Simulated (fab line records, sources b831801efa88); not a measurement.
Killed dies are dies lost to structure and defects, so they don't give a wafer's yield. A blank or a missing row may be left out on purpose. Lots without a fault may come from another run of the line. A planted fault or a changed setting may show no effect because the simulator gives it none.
Which tool did it? | flow sky130 | 12 lots, 36 wafers sampled, at 2 steps of a route of 708

WHAT THE GAUGES READ, wafer by wafer
SKY_METAL1_OVL_MEAS_16.
lot  | measured     | on         | METAL1_OVL (nm)
L075 | day 33 06:31 | overlay-01 | -2 -4 -3
L077 | day 33 21:45 | overlay-01 | -1 -4 -5
L079 | day 35 04:27 | overlay-01 | -1 8 7
L081 | day 35 06:37 | overlay-01 | -3 -6 -10
L083 | day 35 20:26 | overlay-01 | 2 -13 7
L086 | day 36 17:39 | overlay-01 | 2 1 2
L087 | day 37 04:34 | overlay-02 | 10 4 7
L089 | day 38 01:41 | overlay-02 | 1 3 7
L091 | day 38 13:55 | overlay-02 | 3 7 4
L093 | day 38 20:07 | overlay-01 | 1 5 5
L095 | day 39 10:32 | overlay-02 | 8 3 -1
L096 | day 41 15:33 | overlay-01 | 6 0 4

WHICH TOOL RAN EACH LOT (tool, then ch and the chambers of the sampled wafers, then the start)
lot  | SKY_CONTACT_CVD_00
L075 | pecvd-04 ch 0,1,2, day 30 20:58
L077 | pecvd-03 ch 0,1,2, day 31 13:13
L079 | pecvd-03 ch 0,1,2, day 32 21:01
L081 | pecvd-02 ch 0,2, day 32 22:25
L083 | pecvd-03 ch 0,1,2, day 33 13:11
L086 | pecvd-02 ch 0,1, day 34 09:46
L087 | pecvd-03 ch 0,1,2, day 34 22:38
L089 | pecvd-02 ch 0,1, day 35 19:08
L091 | pecvd-03 ch 1,2, day 36 07:59
L093 | pecvd-03 ch 1,2, day 36 14:17
L095 | pecvd-04 ch 0,2, day 37 04:23
L096 | pecvd-02 ch 0,1,2, day 39 11:59
- SKY_CONTACT_CVD_00: deposits Si3N4, target thk 75 nm.

THE ANSWER, worked out from the rows above alone
Rule: what is usual is taken from the lots themselves. Put in order of their means at a reading, lots are off if they are a third of the lots or fewer, leave a main group of 4 or more, and stand apart from it by a gap of 3 or more times the standard deviation of the main group's means; of several such gaps the widest counts. A main group whose means are all the same, to the digits that the tables above print for the reading, isn't used. A lot without any number at a reading at which 4 lots or more have one is off too. The other lots that the step has rows for count as sound.
No lot is off at any reading shown: from this, nothing can be told.

WHAT THE SIMULATOR HAD PUT IN
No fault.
